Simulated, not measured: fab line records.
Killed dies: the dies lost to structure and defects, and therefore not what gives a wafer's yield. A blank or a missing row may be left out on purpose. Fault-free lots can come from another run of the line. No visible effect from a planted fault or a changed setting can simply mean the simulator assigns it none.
8D (eight disciplines) problem report, filled in by code	flow sky130	the parts of the form that need people (team, actions taken, sign-off) are left out
Where a reading is given only as a bound, like >300, the bound stands for it, and a mean or a difference that rests on one is marked > or <: the true number lies beyond.

## 1. PROBLEM STATEMENT
METAL2_ALCU_RS at SKY_METAL2_RS_MEAS_05 reads a mean of 8.6572 ohm/sq on 6 wafers of 2 lots; wafers without a fault read 0.1298 ohm/sq with a standard deviation of 0.0019. That is +99 or more standard deviations from the usual mean.
The step: measures by four-point-probe.
Earliest sighting: wafer L111.2 on film-metro-03 at day 39 03:36. The record holds 33 wafers of 11 lots with a number at this step. Rule for "out" (also "out of limits"): further than 4 standard deviations from the usual mean. The other wafers with a number count as sound.

## 2. WHAT IT IS; WHAT IT IS NOT
question	is	is not
which readings at this step	METAL2_ALCU_RS	-
which lots	L111, L112	L102, L114, L115, L117, L118, L996, L997, L998, L999
which wafers of those lots	all that have a number	-
read on which gauges	film-metro-03	film-metro-02, film-metro-04
when	from day 39 03:36	up to then (15 sound wafers); but 12 sound wafers of L114, L115, L117, L118 came after

## 3. THE SUSPECTS, EACH WITH WHAT RULES IT OUT
Counting: a tool stays on the suspect list if, at a process step up to the reading, it processed all lots that are out and no sound lot following the first of them.
- the gauge at SKY_METAL2_RS_MEAS_05: ruled out. All the wafers that are out were read on film-metro-03, but those of them that SKY_PAD_OPEN_PROBE_99 has rows for are out there too, on other tools.
- pvd-sputter-02 at SKY_METAL2_SPUTTER_02 (material AlCu, target thk 250 nm, time 13.3 s): ruled out as a lasting fault. The sound lots L117, L118 went through it after L111, its earliest lot that is out (day 39 03:29).
Left after counting: nothing in the record.

## 4. THE CAUSE (what the simulator had put in)
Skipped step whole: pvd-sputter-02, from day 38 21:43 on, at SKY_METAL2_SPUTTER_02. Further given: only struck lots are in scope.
It was ruled out by counting, in error; the rule expects a fault to strike all lots run on its tool from its start on, and this fault did not.

## 5. THE CHAIN OF EFFECTS, in route order
Each row: a reading whose mean over the struck wafers that have a number lies more than 3 standard deviations from the usual. Readings are gone through only where the record gives a usual standard deviation; hours: the median, over the lots, of the time from a lot's start at the first step in this table giving one to that lot's start at this step; sigmas: the change measured in usual standard deviations.
hours	step	reading	usual	on struck wafers	change	sigmas
0	SKY_METAL2_RS_MEAS_05	METAL2_ALCU_RS	0.1298 ohm/sq	8.6572	+8.5274	+99 or more
0	SKY_METAL2_THK_MEAS_06	METAL2_ALCU_THK	240 nm	<1	<-239	<-66
250	SKY_PAD_OPEN_PROBE_99	defect-limited-yield	82.2 %	0.0	-82.2	-37
250	SKY_PAD_OPEN_PROBE_99	killed_at_M0_to_M3	45	448	+403	+57
250	SKY_PAD_OPEN_PROBE_99	killed-dies	88	492	+404	+37
250	SKY_PAD_OPEN_PROBE_99	killed-on-rim	17	96	+79	+23
250	SKY_PAD_OPEN_PROBE_99	sort_bin_5_function	10.6 %	92.5	+81.9	+48
250	SKY_PAD_OPEN_PROBE_99	sort-n-pass	404	0	-404	-37
250	SKY_PAD_OPEN_PROBE_99	sort-yield-pct	82.2 %	0.0	-82.2	-37
Its process steps:
- SKY_PAD_OPEN_PROBE_99
Readings that are blank on the struck wafers while sound wafers have them: cathode-dc-power-W at SKY_METAL2_SPUTTER_02; chamber-pressure-pa at SKY_METAL2_SPUTTER_02; throttle-valve-pct at SKY_METAL2_SPUTTER_02.
Later steps that measure or inspect, where all struck wafers having a row at the step show a number for every such reading and not one has moved that far: SKY_METAL2_CD_MEAS_15, SKY_METAL2_OVL_MEAS_16.

## 6. WHAT WOULD HAVE CAUGHT IT SOONER
Counted from the fault's start at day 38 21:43, it took 6 hours until the first out-of-limits reading at a measuring or inspecting step in this record, taken at day 39 03:36.
At SKY_METAL2_SPUTTER_02 the tool's readings are blank on the struck wafers, where sound wafers have them: an empty tool record is the first sign, and it was there at once.
